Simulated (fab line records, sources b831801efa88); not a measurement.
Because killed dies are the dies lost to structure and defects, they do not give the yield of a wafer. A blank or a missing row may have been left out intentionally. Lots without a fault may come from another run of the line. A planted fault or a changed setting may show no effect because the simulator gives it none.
Struck lot and sound lot, side by side + flow sky130 + 23 out of 708 route steps
Sound: these wafers, L311.2, L311.3, L311.5. Struck: wafers L312.1, L312.3, L312.4. The cause comes at the end.
Each step with rows lists, per side, the tool, then ch with its chambers, then its first start. Under that, the readings that differ: sound wafers + struck wafers + difference of the means + sigmas: that difference in standard deviations of wafers without a fault.
alike: readings whose means differ by less than 2 such deviations, and words and numbers that are the same on both sides. not compared: withheld readings, readings that some wafer has no value for, bounds like >300 that may hide the same value, and numbers for which the record gives no deviation and whose values overlap.
The two part at a step that has a row with sigmas, a row that says differs or no value, or rows on one side only. Numbers that have no deviation but don't overlap get no sigmas and don't part them. Lack of a reading on every wafer of one side parts them only where that side has two or more wafers.

first, 2 steps without rows for these wafers: SKY_POLY_GATE_CLEAN_19 (cleans in SC1/SC2, time 150 s); SKY_POLY_GATE_OXIDATION_20 (stabilise 600 s, purge 300 s, target thk 4 nm).
SKY_POLY_GATE_THK_MEAS_21:
  sound: film-metro-04 at day 17 23:39; struck: film-metro-03 at day 18 07:50
  alike: POLY_GATE_OXIDATION_THK
SKY_POLY_GATE_CD_MEAS_22:
  sound: cd-sem-01 at day 17 23:44; struck: cd-sem-02 at day 18 07:54
  alike: cd-nm
then, 7 steps without rows for these wafers: SKY_LDD_N_DEHYDRATE_00 (time 60 s); SKY_LDD_N_HMDS_01 (prime time 60 s); SKY_LDD_N_COAT_02 (resist thk 300 nm); SKY_LDD_N_SOFTBAKE_03 (time 60 s); SKY_LDD_N_EXPOSE_04 (exposes mask NTM, target cd 840 nm); SKY_LDD_N_PEB_05; SKY_LDD_N_DEVELOP_06 (develop time 60 s).
SKY_LDD_N_OVL_MEAS_07:
  sound: overlay-01 at day 19 04:29; struck: overlay-01 at day 19 13:01
  alike: LDD_N_OVL
SKY_LDD_N_IMPLANT_08:
  sound on implanter-02 ch 0, day 19 04:32; struck on implanter-02 ch 0, day 19 13:22
then, 7 steps without rows for these wafers: SKY_LDD_N_IMPLANT_09; SKY_LDD_N_IMPLANT_10; SKY_LDD_N_IMPLANT_11; SKY_LDD_N_IMPLANT_12; SKY_LDD_N_IMPLANT_13; SKY_LDD_N_IMPLANT_14; SKY_LDD_N_IMPLANT_15.
SKY_LDD_N_STRIP_16: strips in O2/N2.
  sound on plasma-asher-02 ch 0, day 19 05:43; struck on plasma-asher-04 ch 0,1, day 19 14:41
| reading                      | sound             | struck            | difference | sigmas |
|------------------------------|-------------------|-------------------|------------|--------|
| drypump-motor-current-A (A)  | 6.8 6.8 6.8       | 5.6 5.6 5.2       | -1.3       | -2     |
| strip-time-to-endpoint-s (s) | 4.364 4.336 4.339 | 4.519 4.525 4.516 | +0.174     | +12    |
  alike: oes-product-au
  not compared: rf-hours-counter-h
SKY_LDD_N_TW_MEAS_17:
  sound: film-metro-01 at day 19 05:49; struck: film-metro-04 at day 19 14:47
| reading  | sound          | struck         | difference | sigmas |
|----------|----------------|----------------|------------|--------|
| LDD_N_TW | 2585 2572 2587 | 2708 2714 2701 | +126       | +3     |
-- a jump in the record: the struck wafers' starts before and after are 27 days apart (it breaks off in module LDD_N and resumes in module PAD_OPEN, where the first step shown is number 708 of the route) --
SKY_PAD_OPEN_PROBE_99:
  sound: prober-02 at day 46 19:16; struck: prober-02 at day 46 22:13
| reading                                | sound                | struck               | difference | sigmas |
|----------------------------------------|----------------------|----------------------|------------|--------|
| model.etest.tip-n.rs-ohm-sq            | 436.9 437.1 436.8    | 388 389 384.6        | -50        |        |
| model.etest.nfet_01v8_lvt.vt-sat-v (V) | 0.5436 0.5351 0.5369 | 0.5048 0.5041 0.5007 | -0.0353    |        |
| model.etest.nfet_01v8.vt-sat-v (V)     | 0.6548 0.6429 0.6478 | 0.6149 0.6198 0.6194 | -0.0305    |        |
  alike: killed_at_M0_to_M3, killed_at_M4_up, killed-at-contacts, killed-at-front-end, killed-at-other, killed-dies, killed-open, killed-short

## WHERE THEY PART
At SKY_LDD_N_STRIP_16 first; at SKY_LDD_N_TW_MEAS_17 last (within this record only). Later steps at which nothing parts them and some readings are alike: SKY_PAD_OPEN_PROBE_99.

WHY: what the simulator had put in
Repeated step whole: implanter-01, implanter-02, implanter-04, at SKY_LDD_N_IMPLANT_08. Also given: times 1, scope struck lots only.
